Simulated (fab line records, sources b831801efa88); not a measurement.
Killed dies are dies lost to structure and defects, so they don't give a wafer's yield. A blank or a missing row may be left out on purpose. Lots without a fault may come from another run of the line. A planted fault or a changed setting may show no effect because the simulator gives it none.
Which tool did it? | flow sky130 | 13 lots, 39 wafers sampled, at 5 steps of a route of 708

WHAT THE GAUGES READ, wafer by wafer
The record holds no reading of a measuring or inspecting step that can be judged against a usual standard deviation.

WHICH TOOL RAN EACH LOT (tool, then ch and the chambers of the sampled wafers, then the start)
lot  | SKY_CONTACT_CLEAN_22            | SKY_METAL4_ETCH_16                | SKY_METAL4_STRIP_19                  | SKY_VIA4_CMP_21               | SKY_PAD_OPEN_PROBE_99
L172 | wet_bench-01 ch 1, day 31 15:11 | rie_metal-03 ch 1, day 41 18:29   | plasma_asher-03 ch 0,1, day 41 18:51 | cmp-01 ch 0,1,3, day 42 20:26 | -
L174 | wet_bench-01 ch 0, day 32 00:46 | rie_metal-02 ch 0,1, day 42 01:56 | plasma_asher-03 ch 1, day 42 02:14   | cmp-02 ch 0,1,2, day 43 04:29 | -
L175 | wet_bench-02 ch 1, day 32 09:29 | rie_metal-03 ch 1, day 42 09:24   | plasma_asher-04 ch 0,1, day 42 09:44 | cmp-01 ch 1,2, day 43 10:29   | -
L176 | wet_bench-02 ch 3, day 32 23:07 | rie_metal-01 ch 0,1, day 42 22:01 | plasma_asher-04 ch 0,1, day 42 22:19 | cmp-02 ch 1,2,3, day 43 23:47 | -
L178 | wet_bench-01 ch 1, day 33 10:06 | rie_metal-02 ch 0,1, day 43 07:39 | plasma_asher-03 ch 0,1, day 43 07:57 | cmp-02 ch 1,2,3, day 44 09:55 | -
L181 | wet_bench-02 ch 0, day 34 14:15 | rie_metal-03 ch 0,1, day 44 06:23 | plasma_asher-03 ch 0,1, day 44 06:52 | cmp-02 ch 0,2,3, day 45 06:44 | -
L183 | wet_bench-01 ch 0, day 35 09:55 | rie_metal-01 ch 0,1, day 45 00:33 | plasma_asher-02 ch 0,1, day 45 00:51 | cmp-01 ch 0,2,3, day 46 00:16 | -
L185 | wet_bench-02 ch 1, day 35 19:58 | rie_metal-01 ch 0,1, day 45 06:57 | plasma_asher-03 ch 0,1, day 45 07:15 | cmp-01 ch 1,2,3, day 46 06:40 | -
L186 | wet_bench-03 ch 1, day 36 05:39 | rie_metal-03 ch 0,1, day 45 16:24 | plasma_asher-03 ch 0,1, day 45 16:42 | cmp-02 ch 1,2, day 46 15:59   | -
L187 | wet_bench-01 ch 3, day 36 08:01 | rie_metal-02 ch 0,1, day 45 17:56 | plasma_asher-03 ch 0,1, day 45 18:14 | cmp-02 ch 1,2, day 46 16:28   | -
L190 | wet_bench-02 ch 2, day 37 12:49 | rie_metal-03 ch 0,1, day 46 20:17 | plasma_asher-03 ch 0,1, day 46 20:35 | cmp-02 ch 0,2, day 47 18:38   | -
L191 | wet_bench-01 ch 1, day 37 18:21 | rie_metal-01 ch 1, day 46 20:41   | plasma_asher-02 ch 0,1, day 46 20:59 | cmp-01 ch 0,2,3, day 47 19:04 | prober-02, day 50 04:47
L194 | wet_bench-01 ch 0, day 38 13:53 | rie_metal-03 ch 0,1, day 47 13:48 | plasma_asher-03 ch 0,1, day 47 14:06 | cmp-02 ch 2,3, day 48 11:10   | prober-02, day 50 16:56
- SKY_CONTACT_CLEAN_22: cleans in O3/DIW.
- SKY_METAL4_ETCH_16: etches BARC in N2/H2, stops on SiO2, time 88.2 s, target depth 60 nm.
- SKY_METAL4_STRIP_19: strips in O2/N2.
- SKY_VIA4_CMP_21: polishes, stops on SiO2, t overpolish 25 s, target thk 0 nm.
- SKY_PAD_OPEN_PROBE_99

WHAT THE TOOLS THEMSELVES READ (means of the sampled wafers that have a number; where no wafer has one, the mark that the record gives instead)
SKY_METAL4_ETCH_16.
lot  | tool         | drypump_motor_current_A (A) | oes_product_au (a.u.) | rf_fwd_power_W (W) | throttle_valve_pct (%)
L172 | rie_metal-03 | 5.8                         | 0.629                 | 497.3              | 13.206
L174 | rie_metal-02 | 5.7                         | 0.625                 | 497.6              | 13.196
L175 | rie_metal-03 | 5.8                         | 0.627                 | 494.3              | 13.210
L176 | rie_metal-01 | 5.6                         | 0.627                 | 496.8              | 13.200
L178 | rie_metal-02 | 5.6                         | 0.622                 | 498.8              | 13.198
L181 | rie_metal-03 | 6.0                         | 0.628                 | 497.2              | 13.206
L183 | rie_metal-01 | 5.5                         | 0.621                 | 500.1              | 13.201
L185 | rie_metal-01 | 5.6                         | 0.622                 | 496.7              | 13.201
L186 | rie_metal-03 | 6.2                         | 0.629                 | 495.3              | 13.200
L187 | rie_metal-02 | 5.7                         | 0.622                 | 496.0              | 13.211
L190 | rie_metal-03 | 6.0                         | 0.629                 | 496.5              | 13.207
L191 | rie_metal-01 | 5.5                         | 0.626                 | 496.2              | 13.208
L194 | rie_metal-03 | 6.2                         | 0.624                 | 497.7              | 13.212

SKY_METAL4_STRIP_19.
lot  | tool            | drypump_motor_current_A (A) | oes_product_au (a.u.) | strip_time_to_endpoint_s (s)
L172 | plasma_asher-03 | 5.7                         | 0.490                 | 6.45
L174 | plasma_asher-03 | 5.2                         | 0.499                 | 6.58
L175 | plasma_asher-04 | 5.8                         | 0.501                 | 6.44
L176 | plasma_asher-04 | 6.0                         | 0.504                 | 6.53
L178 | plasma_asher-03 | 5.7                         | 0.502                 | 6.56
L181 | plasma_asher-03 | 5.7                         | 0.495                 | 6.41
L183 | plasma_asher-02 | 5.3                         | 0.501                 | 6.58
L185 | plasma_asher-03 | 5.7                         | 0.505                 | 6.59
L186 | plasma_asher-03 | 5.5                         | 0.503                 | 6.50
L187 | plasma_asher-03 | 5.5                         | 0.500                 | 6.53
L190 | plasma_asher-03 | 5.5                         | 0.502                 | 6.49
L191 | plasma_asher-02 | 5.4                         | 0.506                 | 6.60
L194 | plasma_asher-03 | 5.7                         | 0.506                 | 6.56

SKY_VIA4_CMP_21.
lot  | tool   | motor_current_A (A) | overpolish_run_s (s) | time_to_endpoint_s (s)
L172 | cmp-01 | 10.9                | 25.006               | 123
L174 | cmp-02 | 10.0                | 24.995               | 120
L175 | cmp-01 | 11.7                | 25.001               | 119
L176 | cmp-02 | 10.4                | 25.003               | 121
L178 | cmp-02 | 10.2                | 24.993               | 125
L181 | cmp-02 | 11.2                | 24.989               | 120
L183 | cmp-01 | 10.0                | 24.997               | 116
L185 | cmp-01 | 11.6                | 24.992               | 121
L186 | cmp-02 | 10.5                | 24.989               | 120
L187 | cmp-02 | 9.7                 | 25.000               | 118
L190 | cmp-02 | 11.0                | 25.006               | 120
L191 | cmp-01 | 10.7                | 24.998               | 118
L194 | cmp-02 | 11.1                | 24.994               | 122

SKY_PAD_OPEN_PROBE_99.
lot  | tool      | killed_at_M0_to_M3 | killed_at_M4_up | killed_at_contacts | killed_at_front_end | killed_at_other | killed_dies | killed_open | killed_short
L191 | prober-02 | 40                 | 2.3             | 67                 | 12                  | 0.0             | 121         | 43          | 31
L194 | prober-02 | 43                 | 1.3             | 82                 | 15                  | 0.3             | 142         | 46          | 37

THE ANSWER, worked out from the rows above alone
Rule: what is usual is taken from the lots themselves. Put in order of their means at a reading, lots are off if they are a third of the lots or fewer, leave a main group of 4 or more, and stand apart from it by a gap of 3 or more times the standard deviation of the main group's means; of several such gaps the widest counts. A main group whose means are all the same, to the digits that the tables above print for the reading, isn't used. A lot without any number at a reading at which 4 lots or more have one is off too. The other lots that the step has rows for count as sound. The gauges are gone through in route order, then the tools' own readings, and for those a lot's mean is taken as printed above. The first step at which some lot is off is used, and at that step the reading that is off furthest; a lot without a number counts as furthest.
No lot is off at any reading shown: from this, nothing can be told.

WHAT THE SIMULATOR HAD PUT IN
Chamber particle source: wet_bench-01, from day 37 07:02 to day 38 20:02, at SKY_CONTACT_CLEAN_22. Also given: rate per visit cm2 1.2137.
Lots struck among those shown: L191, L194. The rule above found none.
